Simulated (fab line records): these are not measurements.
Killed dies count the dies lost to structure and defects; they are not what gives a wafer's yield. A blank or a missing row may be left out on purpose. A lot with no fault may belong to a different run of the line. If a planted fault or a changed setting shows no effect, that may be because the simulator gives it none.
Chamber matching ; flow gf180mcu ; GF_V4_CVD_02 on pecvd-04: 3 sister chambers
The step deposits SiO2 from TEOS, target thk 850 nm, time 94.851 s. 3 wafers are shown with their chamber, then 9 later ones without.

## WAFERS WITH THEIR CHAMBER
wafer;chamber;heater power outer w (W)
L089.5;0;366
L090.5;1;418
L090.6;2;345

## WAFERS WITH NO CHAMBER GIVEN
wafer;heater power outer w (W)
L092.3;422
L092.4;400
L092.6;333
L094.2;401
L094.5;327
L094.6;419
L093.1;335
L093.3;389
L093.5;250

## CHAMBER TAKEN BY EACH
wafer;from the rows above;in truth
L092.3;can't be placed: 1 or 0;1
L092.4;can't be placed: 1 or 0 or 2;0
L092.6;can't be placed: 2 or 0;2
L094.2;can't be placed: 1 or 0 or 2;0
L094.5;can't be placed: 2 or 0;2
L094.6;can't be placed: 1 or 0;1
L093.1;can't be placed: 2 or 0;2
L093.3;can't be placed: 0 or 1 or 2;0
L093.5;can't be placed: 2 or 0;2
Correctly placed: 0 of 9. Not placeable from these rows: 9 (in 9, the candidates include the true chamber). Number placed wrongly: 0.
How it was worked out, from the rows above alone: a wafer's distance from a chamber is the root of the sum, over the readings, of the square of ((its reading less the chamber's mean) divided by the reading's scatter). The wafer belongs to the nearest chamber; if the next one is less than 2 further off, it can't be placed. Each chamber's mean is taken over the wafers shown for it. The scatter: with one shown wafer a chamber, the root of the mean of the squares of how far each hidden wafer lies from its nearest shown one.
